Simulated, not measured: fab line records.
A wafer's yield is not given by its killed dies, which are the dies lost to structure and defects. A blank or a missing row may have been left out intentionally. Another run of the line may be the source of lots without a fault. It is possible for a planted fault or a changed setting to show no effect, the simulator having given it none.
8D (eight disciplines) problem report, filled in by code	flow sfq_line	the parts of the form that need people (team, actions taken, sign-off) are left out

## 1. WHAT IS WRONG
Mean M2_NB_RS at SFQ_M2_RS_MEAS_914: 0.933 ohm/sq over 6 wafers in 2 lots; fault-free wafers: 0.893 ohm/sq, standard deviation 0.0073. That is +5.4 standard deviations from the usual mean.
The step: measures by four-point-probe.
The first sign was on wafer L497.1 at day 38 11:17, on film_metro-02. Wafers with a number at this step in the record: 42, from 14 lots. The rule behind "out" and "out of limits": a value lying over 4 standard deviations away from the usual mean. All remaining wafers that have a number are taken as sound.

## 2. WHAT IT IS, AND WHAT IT ISN'T
question	is	is not
which readings at this step	M2_NB_RS	-
which lots	L497, L499	L480, L481, L482, L486, L487, L488, L489, L491, L492, L494, L496, L503
which wafers of those lots	all that have a number	-
read on which gauges	film_metro-01, film_metro-02	film_metro-04
when	from day 38 11:17	up to then (33 sound wafers); but 3 sound wafers of L503 came after

## 3. WHAT RULES OUT EACH SUSPECT
Counting: a tool at any process step up to the reading remains a suspect when it ran all the lots that are out and ran no sound lot after the first of those.
- the gauge at SFQ_M2_RS_MEAS_914: ruled out. The wafers that are out were read on 2 gauges (film_metro-01, film_metro-02).
- pvd_sputter-03 at SFQ_TRILAYER_M2_DEP_SPUTTER_055 (material Nb, target thk 200 nm, time 133.3 s): kept. It processed each lot that is out, first L497 at day 38 11:11, and no sound lot thereafter; up to then, the last sound lot it processed was L496 at day 38 00:24. Its own readings are out on those wafers: cathode_dc_power_W.
After counting, what remains is pvd_sputter-03 at SFQ_TRILAYER_M2_DEP_SPUTTER_055.

## 4. THE CAUSE (what the simulator had put in)
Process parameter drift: pvd_sputter-03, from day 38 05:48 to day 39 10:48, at SFQ_TRILAYER_M2_DEP_SPUTTER_055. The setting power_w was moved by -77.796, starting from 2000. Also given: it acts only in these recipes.
After counting, this tool was the only one left.

## 5. SEQUENCE OF EFFECTS, ordered by route
One row per reading whose mean, taken over the struck wafers that have a number, lies over 3 standard deviations from the usual. Only readings for which the record gives a usual standard deviation are gone through. hours: the time from each lot's start at the first step in this table that gives one to its start at this step, as a median over the lots. sigmas: the change in usual standard deviations.
hours	step	reading	usual	on struck wafers	change	sigmas
0	SFQ_TRILAYER_M2_DEP_SPUTTER_055	cathode_dc_power_W	2000.0 W	1922.3	-77.7	-99 or more
0	SFQ_M2_RS_MEAS_914	M2_NB_RS	0.893 ohm/sq	0.933	+0.040	+5.4
132	SFQ_TRILAYER_M2_ETCH_METAL_ETCH_060	oes_product_au	0.893 a.u.	0.871	-0.022	-3.6
The process steps in it:
- SFQ_TRILAYER_M2_DEP_SPUTTER_055: material Nb, target thk 200 nm, time 133.3 s.
- SFQ_TRILAYER_M2_ETCH_METAL_ETCH_060: etches Nb in Cl2/Ar, stops on SiO2, target depth 240 nm, time 120 s.

## 6. HOW IT WOULD HAVE BEEN CAUGHT EARLIER
In this record the first reading out of limits at a measuring or inspecting step was taken at day 38 11:17, 5 hours after the fault began at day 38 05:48.
The tool's own readings at SFQ_TRILAYER_M2_DEP_SPUTTER_055 were out on every struck wafer that the step has a row for (cathode_dc_power_W): an alarm limit on them would have fired on the first of those.
L499, from the lots that are out (2), started SFQ_TRILAYER_M2_DEP_SPUTTER_055 on pvd_sputter-03 later than day 38 11:17. Putting the tool on hold at that point would have spared it.
